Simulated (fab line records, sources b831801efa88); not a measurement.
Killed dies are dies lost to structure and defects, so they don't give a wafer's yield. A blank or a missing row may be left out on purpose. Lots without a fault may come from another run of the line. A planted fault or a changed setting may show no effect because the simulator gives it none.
One fault seen from 2 desks | flow gf180mcu | each desk has only its own numbers; what lay behind them comes last

THE TOOL OWNER'S DESK: pvd_sputter-02
The tool's own readings at GF_M1_SPUTTER_00 (material Ti, target thk 37.5 nm, time 150 s): means of the sampled wafers that have a number, for each lot that ran on this tool. A lot is out of limits, marked OUT, if its mean lies more than 4 standard deviations from the usual mean; the brackets give that distance.
Columns: A = throttle_valve_pct at GF_M1_SPUTTER_00, usual 30.0 %
lot  | first seen here | A
L100 | day 16 12:33    | 29.6
L103 | day 17 20:47    | 29.1
L106 | day 18 18:56    | 29.5
L107 | day 19 01:51    | 31.0
L110 | day 20 03:19    | 28.7
L111 | day 20 14:40    | 30.1
L118 | day 23 15:25    | 29.7
This desk's finding: nothing out of limits on any of the 7 lots.

THE METROLOGY DESK
What the gauges read, lot by lot, whatever tool the lot ran on: means of the sampled wafers that have a number. A lot is out of limits, marked OUT, if its mean lies more than 4 standard deviations from the usual mean; the brackets give that distance.
Columns: A = PASSIVATION_CVD_02_THK at GF_PASSIVATION_THK_MEAS_03, usual 702 nm
lot  | first seen here | A
L100 | day 28 10:15    | 699
L101 | day 28 18:58    | 698
L103 | day 29 14:37    | 709
L104 | day 29 16:15    | 703
L105 | day 29 22:16    | 706
L106 | day 30 11:10    | 710
L107 | day 30 15:11    | 716
L110 | day 31 09:07    | 700
L111 | day 31 21:41    | 705
L112 | day 31 21:49    | 708
L118 | day 33 19:28    | 702
L119 | day 33 20:44    | 706
L120 | day 34 02:47    | 687
This desk's finding: nothing out of limits on any of the 13 lots.

PUT TOGETHER
The tool owner's desk saw nothing out of limits.
The metrology desk saw nothing out of limits.

WHAT THE SIMULATOR HAD PUT IN
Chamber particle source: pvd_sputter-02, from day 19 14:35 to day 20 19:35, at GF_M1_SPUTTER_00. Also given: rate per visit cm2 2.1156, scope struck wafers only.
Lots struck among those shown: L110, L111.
